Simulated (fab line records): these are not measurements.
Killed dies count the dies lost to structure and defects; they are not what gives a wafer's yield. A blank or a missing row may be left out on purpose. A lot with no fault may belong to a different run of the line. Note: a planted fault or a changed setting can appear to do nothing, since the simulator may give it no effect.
A lot that was struck, set against a sound lot | flow gf180mcu | 23 steps out of a route of 602
Sound: the wafers L372.2, L372.3, L372.5. Struck: wafers L382.2, L382.3, L382.5. The cause comes at the end.
Order at every step that has rows: each side's tool, ch and its chambers, its first start. Under that, the readings that differ: sound wafers | struck wafers | difference of the means | sigmas: that difference in standard deviations of wafers without a fault.
alike: a reading whose means differ by less than 2 such deviations, as well as words and numbers matching on both sides. not compared: withheld readings; readings where some wafer has no value; bounds like >300 that might hide an equal value; numbers whose values overlap and for which the record gives no deviation.
The two part at a step that has a row with sigmas, a row that says differs or no value, or rows on one side only. Non-overlapping numbers with no deviation appear without sigmas and do not part them. A reading missing from all wafers of one side parts the sides only when that side holds two or more wafers.

first, 5 steps without rows for these wafers: GF_HV_LDD_COAT_02 (resist thk 1000 nm); GF_HV_LDD_SOFTBAKE_03 (time 60 s); GF_HV_LDD_EXPOSE_04 (exposes mask Nplus LV AREA, target cd 400 nm); GF_HV_LDD_PEB_05; GF_HV_LDD_DEVELOP_06 (develop time 60 s).
GF_HV_LDD_CD_MEAS_07 targets a cd of 400 nm.
  sound on cd sem-02 at day 10 13:58; struck on cd sem-01 at day 14 09:40
  alike: cd nm
GF_HV_LDD_OVL_MEAS_08:
  sound on overlay-02 at day 10 14:05; struck on overlay-02 at day 14 09:47
  reading         | sound          | struck       | difference | sigmas
  HV_LDD_OVL (nm) | -2.4 -2.1 -1.4 | -0.2 1.4 0.9 | +2.7       | +2
after that, 1 step had no rows for these wafers: GF_HV_LDD_IMPLANT_09.
GF_HV_LDD_STRIP_10: strips in O2/N2.
  sound on plasma asher-03 ch 0,1, day 10 14:16; struck on plasma asher-01 ch 0, day 14 09:58
  alike: drypump motor current A, heater power w, oes product au, strip time to endpoint s
  not compared: rf hours counter h
GF_HV_LDD_TW_MEAS_11:
  sound on film metro-02 at day 10 14:22; struck on film metro-02 at day 14 10:04
  alike: HV_LDD_TW
then, 2 steps without rows for these wafers: GF_HV_LDD_DEHYDRATE_12 (time 60 s); GF_HV_LDD_HMDS_13 (prime time 60 s).
GF_HV_LDD_COAT_14: resist thk 1000 nm.
  sound on litho track-03 ch 0, day 10 23:07; struck on litho track-03 ch 0, day 14 20:49
  reading                                     | sound                | struck               | difference | sigmas
  spin speed rpm (rpm)                        | 2997.3 2998.6 2999.8 | 3236.1 3232.3 3237.6 | +236.8     | +99 or more
  model.NOVOLAK_of_HV_LDD_COAT_14.thk nm (nm) | 998.5 998.9 1001     | 962.8 963.3 962.2    | -36.7      |
  alike: dispense pressure kPa
then, 3 steps without rows for these wafers: GF_HV_LDD_SOFTBAKE_15 (time 60 s); GF_HV_LDD_EXPOSE_16 (exposes mask Pplus LV AREA, target cd 400 nm); GF_HV_LDD_PEB_17.
GF_HV_LDD_DEVELOP_18: develop time 60 s.
  sound on litho track-02 ch 0, day 11 08:16; struck on litho track-02 ch 0, day 15 07:52
  reading                                     | sound            | struck            | difference | sigmas
  model.NOVOLAK_of_HV_LDD_COAT_14.thk nm (nm) | 998.1 998.5 1001 | 962.4 962.9 961.8 | -36.8      |
  alike: developer temp C
GF_HV_LDD_CD_MEAS_19 targets a cd of 400 nm.
  sound on cd sem-02 at day 11 08:25; struck on cd sem-01 at day 15 08:01
  reading    | sound             | struck            | difference | sigmas
  cd nm (nm) | 398.3 401.8 397.4 | 403.8 404.1 407.1 | +5.8       | +2
GF_HV_LDD_OVL_MEAS_20:
  sound on overlay-02 at day 11 08:32; struck on overlay-01 at day 15 08:07
  alike: HV_LDD_01_OVL
after that, 1 step had no rows for these wafers: GF_HV_LDD_IMPLANT_21.
GF_HV_LDD_STRIP_22: strips in O2/N2.
  sound on plasma asher-04 ch 1, day 11 08:43; struck on plasma asher-04 ch 0,1, day 15 08:18
  reading                      | sound             | struck            | difference | sigmas
  strip time to endpoint s (s) | 12.61 12.63 12.65 | 12.19 12.19 12.19 | -0.44      | -13
  alike: drypump motor current A, heater power w, oes product au
  not compared: rf hours counter h
GF_HV_LDD_TW_MEAS_23:
  sound on film metro-03 at day 11 08:49; struck on film metro-03 at day 15 08:25
  alike: HV_LDD_2_TW
-- here the record skips 18 days between the struck wafers' starts before and after, leaving off in module HV_LDD and picking up in module PASSIVATION (first step shown: number 602 of the route) --
GF_PASSIVATION_PROBE_99:
  record: rows for the struck wafers here (prober-01, day 33 05:44), none for the sound ones

## WHERE THEY PART
At GF_HV_LDD_OVL_MEAS_08 first; at GF_PASSIVATION_PROBE_99 last (within this record only).

WHY: what the simulator had put in
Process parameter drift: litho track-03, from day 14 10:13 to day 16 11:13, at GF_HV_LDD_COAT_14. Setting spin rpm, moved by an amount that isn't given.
